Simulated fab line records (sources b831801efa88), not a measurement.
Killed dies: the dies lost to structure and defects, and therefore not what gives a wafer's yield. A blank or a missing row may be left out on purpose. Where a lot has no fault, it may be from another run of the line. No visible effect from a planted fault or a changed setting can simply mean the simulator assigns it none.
What tool caused it? + flow gf180mcu + 13 lots, 39 wafers sampled, at 1 step of a route of 602

== WHAT EACH GAUGE READ, for each wafer ==
GF_V4_OVL_MEAS_15.
| lot  | measured     | on         | V4_OVL (nm) |
|------|--------------|------------|-------------|
| L318 | day 24 11:13 | overlay-02 | 4 10 4      |
| L320 | day 25 06:49 | overlay-02 | 2 5 -4      |
| L321 | day 25 11:41 | overlay-01 | 3 0 5       |
| L322 | day 25 20:56 | overlay-01 | 9 13 11     |
| L324 | day 26 13:47 | overlay-01 | 3 7 -1      |
| L325 | day 27 00:26 | overlay-02 | 13 10 4     |
| L326 | day 27 06:01 | overlay-02 | 2 2 8       |
| L328 | day 27 20:34 | overlay-01 | -10 4 -3    |
| L331 | day 28 16:55 | overlay-02 | 0 -2 7      |
| L336 | day 30 02:55 | overlay-02 | -1 -9 -4    |
| L338 | day 30 11:31 | overlay-01 | -2 -5 -9    |
| L339 | day 31 00:44 | overlay-02 | 3 15 11     |
| L341 | day 31 07:43 | overlay-01 | -8 -4 -5    |

== WHAT TOOL EACH LOT RAN ON (gives the tool, then ch and the chambers of the sampled wafers, and finally the start) ==
Record: no process step prior to these readings.

== AS READ BY THE TOOLS THEMSELVES (means over the sampled wafers that have a number; for cases with no such wafer, the mark the record gives instead) ==
The record holds no such reading with a usual standard deviation.

== THE ANSWER, worked out from the rows above alone ==
Rule: the lots themselves supply what counts as usual. Put in order of their means at a reading, lots are off if they are a third of the lots or fewer, leave a main group of 4 or more, and stand apart from it by a gap of 3 or more times the standard deviation of the main group's means; of several such gaps the widest counts. The tables above print the reading to a certain number of digits; a main group whose means all agree to those digits is not used. Also off: a lot with no number at a reading for which 4 or more lots have one. Any other lot the step has rows for is counted as sound. After the gauges, taken in route order, come the tools' own readings; for these a lot's mean is taken, as printed above. The first step at which some lot is off is used, and at that step the reading that is off furthest; a lot without a number counts as furthest.
No lot is off at any reading shown: from this, nothing can be told.

== WHAT THE SIMULATOR HAD PUT IN ==
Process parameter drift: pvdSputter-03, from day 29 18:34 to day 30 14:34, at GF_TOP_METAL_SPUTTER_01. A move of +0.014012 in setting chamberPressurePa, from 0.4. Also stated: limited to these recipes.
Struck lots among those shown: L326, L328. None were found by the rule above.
